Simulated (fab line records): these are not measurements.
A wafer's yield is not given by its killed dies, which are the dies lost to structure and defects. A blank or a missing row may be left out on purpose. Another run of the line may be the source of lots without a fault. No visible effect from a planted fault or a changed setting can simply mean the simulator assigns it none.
Check of tool commonality    flow gf180mcu    Sampled: 12 lots, 36 wafers

## WHY IT WAS OPENED
On 2 of the 12 lots, a flag is raised at GF_V1_CD_MEAS_14 on the reading cd-nm. Wafers without a fault read 260.1 nm, standard deviation 1.2.
Rule: a lot is flagged when every wafer of it that has a number lies more than 4 standard deviations from that mean, or none has a number. The other lots count as sound.

lot   measured      on         cd-nm (nm), wafer by wafer  flag
L193  day 18 06:22  cd-sem-01  258.4 258.4 258.5           
L195  day 18 21:48  cd-sem-01  259.1 258.1 259.4           
L197  day 19 16:21  cd-sem-01  258.1 258.8 259.1           
L198  day 20 02:14  cd-sem-01  260.3 261.8 261.2           
L203  day 21 23:14  cd-sem-02  249.9 250.3 251.1           FLAGGED
L204  day 22 15:04  cd-sem-01  252.6 253.4 253.9           FLAGGED
L207  day 23 05:38  cd-sem-02  260.2 260.0 260.9           
L206  day 23 07:58  cd-sem-02  257.4 259.1 258.6           
L209  day 24 02:20  cd-sem-02  260.1 260.0 260.5           
L214  day 25 21:01  cd-sem-02  260.9 260.6 260.7           
L215  day 26 00:48  cd-sem-02  260.4 260.1 260.6           
L216  day 26 02:01  cd-sem-02  261.1 261.3 262.3           
Average over the flagged lots: 251.9 nm; offset from the usual -8.2 nm, equal to -7 standard deviations.

## WHICH TOOL EACH LOT WENT THROUGH
The record holds 2 process steps before the reading, out of a route of 602 steps. Each cell gives the tool, then ch followed by the chambers the sampled wafers passed through, then the start.
lot   flag     GF_V1_CVD_02                     GF_V1_EXPOSE_11
L193           pecvd-04 ch 0,1, day 17 06:37    krf-scanner-01 ch 0, day 17 18:49
L195           pecvd-01 ch 0,1,2, day 17 21:21  krf-scanner-02 ch 0, day 18 10:00
L197           pecvd-01 ch 1,2, day 18 14:59    krf-scanner-02 ch 0, day 19 04:15
L198           pecvd-02 ch 0,1,2, day 19 01:46  krf-scanner-02 ch 0, day 19 14:27
L203  FLAGGED  pecvd-04 ch 1,2, day 20 23:39    krf-scanner-02 ch 0, day 21 12:08
L204  FLAGGED  pecvd-04 ch 0,1, day 21 15:00    krf-scanner-02 ch 0, day 22 03:44
L207           pecvd-02 ch 0,2, day 22 06:31    krf-scanner-01 ch 0, day 22 19:12
L206           pecvd-04 ch 0,2, day 22 09:31    krf-scanner-01 ch 0, day 22 22:01
L209           pecvd-04 ch 0,2, day 22 23:10    krf-scanner-01 ch 0, day 23 14:45
L214           pecvd-04 ch 0,2, day 24 23:35    krf-scanner-01 ch 0, day 25 10:15
L215           pecvd-02 ch 0,1,2, day 25 02:44  krf-scanner-01 ch 0, day 25 13:13
L216           pecvd-02 ch 1,2, day 25 04:32    krf-scanner-01 ch 0, day 25 15:37
What is done by these steps:
- GF_V1_CVD_02: deposits SiO2 from TEOS, target thk 850 nm, time 94.851 s.
- GF_V1_EXPOSE_11: exposes mask Via1, target cd 260 nm.
- GF_V1_CD_MEAS_14: target cd 260 nm.

## FLAGGED AGAINST TOTAL, ONE TOOL AT A TIME (gauges that did the reading follow at the end)
step              tool            lots run  flagged  share of the flagged lots  sound lots run after its first flagged lot
GF_V1_CVD_02      pecvd-01        2         0        none                       -
GF_V1_CVD_02      pecvd-02        4         0        none                       -
GF_V1_CVD_02      pecvd-04        6         2        all                        3 (L206,L209,L214)
GF_V1_EXPOSE_11   krf-scanner-01  7         0        none                       -
GF_V1_EXPOSE_11   krf-scanner-02  5         2        all                        0
GF_V1_CD_MEAS_14  cd-sem-01       5         1        some                       0
GF_V1_CD_MEAS_14  cd-sem-02       7         1        some                       6 (L207,L206,L209,L214,L215,L216)

## WHAT IS ALLOWED BY THE TABLE
2 rows of the table ran every flagged lot: pecvd-04 at GF_V1_CVD_02, krf-scanner-02 at GF_V1_EXPOSE_11.
- pecvd-04 at GF_V1_CVD_02: 2 of its 6 lots flagged. After the first flagged lot (L206, L209, L214), sound lots still ran on it; a lasting fault on the whole tool would not permit that.
- krf-scanner-02 at GF_V1_EXPOSE_11: 2 of its 5 lots flagged. Its last sound lot is L198 (day 19 14:27), its first flagged lot L203 (day 21 12:08): a fault that began between those two fits. Its own readings (exposure-dose-mJ-cm2) fall more than 4 standard deviations out on all wafers of the flagged lots.
One tool is left: krf-scanner-02 at GF_V1_EXPOSE_11.

## WHAT THE SIMULATOR HAD INSERTED
Process parameters drifting: krf-scanner-02 at GF_V1_EXPOSE_11, beginning at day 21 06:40. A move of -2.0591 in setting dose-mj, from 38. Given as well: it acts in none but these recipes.
Shown lots that were struck: L203, L204. The rule above reached the same finding.
